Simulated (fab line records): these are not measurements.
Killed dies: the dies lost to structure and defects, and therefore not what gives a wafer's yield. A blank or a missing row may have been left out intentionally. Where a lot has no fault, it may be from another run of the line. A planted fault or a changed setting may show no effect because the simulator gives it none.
Which tool did it? -- flow gf180mcu -- 6 lots, 18 wafers sampled, at 4 steps of a route of 602

## WHAT THE GAUGES SHOWED, per wafer
GF_M4_CD_MEAS_14 targets a cd of 280 nm.
lot,measured,on,cd nm (nm)
L608,day 23 11:25,cd sem-02,280.6 277.7 280.1
L612,day 25 00:37,cd sem-01,280.1 280.0 278.7
L620,day 27 23:51,cd sem-01,280.3 280.6 280.4
L624,day 29 10:10,cd sem-01,279.2 279.9 280.0
L628,day 30 00:35,cd sem-02,280.1 280.9 279.6
L630,day 30 12:44,cd sem-02,280.5 281.1 280.6

## WHAT TOOL EACH LOT RAN ON (gives the tool, then ch and the chambers of the sampled wafers, and finally the start)
lot,GF_STI_WET_ETCH_26,GF_M1_STRIP_17,GF_M2_SPUTTER_04
L608,"wet bench-04 ch 0, day 2 09:21","plasma asher-03 ch 0,1, day 17 05:38","pvd sputter-02, day 18 08:00"
L612,"wet bench-03 ch 2, day 3 06:07","plasma asher-01 ch 0,1, day 18 20:37","pvd sputter-01, day 19 23:11"
L620,"wet bench-04 ch 3, day 4 23:13","plasma asher-01 ch 0,1, day 22 04:46","pvd sputter-04, day 23 07:32"
L624,"wet bench-04 ch 1, day 5 19:51","plasma asher-01 ch 0,1, day 23 09:44","pvd sputter-01, day 24 10:10"
L628,"wet bench-04 ch 3, day 6 16:20","plasma asher-03 ch 1, day 24 13:32","pvd sputter-01, day 25 14:19"
L630,"wet bench-03 ch 2, day 7 02:07","plasma asher-01 ch 0,1, day 25 05:26","pvd sputter-04, day 26 05:19"
- GF_STI_WET_ETCH_26: etches SiO2 in dHF, target depth 94 nm, time 188 s.
- GF_M1_STRIP_17: strips in O2/N2.
- GF_M2_SPUTTER_04: material TiN, target thk 50 nm, time 41.7 s.

## THE ANSWER, worked out from the rows above alone
Rule: the usual values come from the lots themselves. Put in order of their means at a reading, lots are off if they are a third of the lots or fewer, leave a main group of 4 or more, and stand apart from it by a gap of 3 or more times the standard deviation of the main group's means; of several such gaps the widest counts. If all means in a main group match to the digits the tables above print for the reading, that group is not used. Also off: a lot with no number at a reading for which 4 or more lots have one. All remaining lots with rows at the step are treated as sound.
None of the lots is off at any reading shown; this tells nothing.

## WHAT THE SIMULATOR HAD INSERTED
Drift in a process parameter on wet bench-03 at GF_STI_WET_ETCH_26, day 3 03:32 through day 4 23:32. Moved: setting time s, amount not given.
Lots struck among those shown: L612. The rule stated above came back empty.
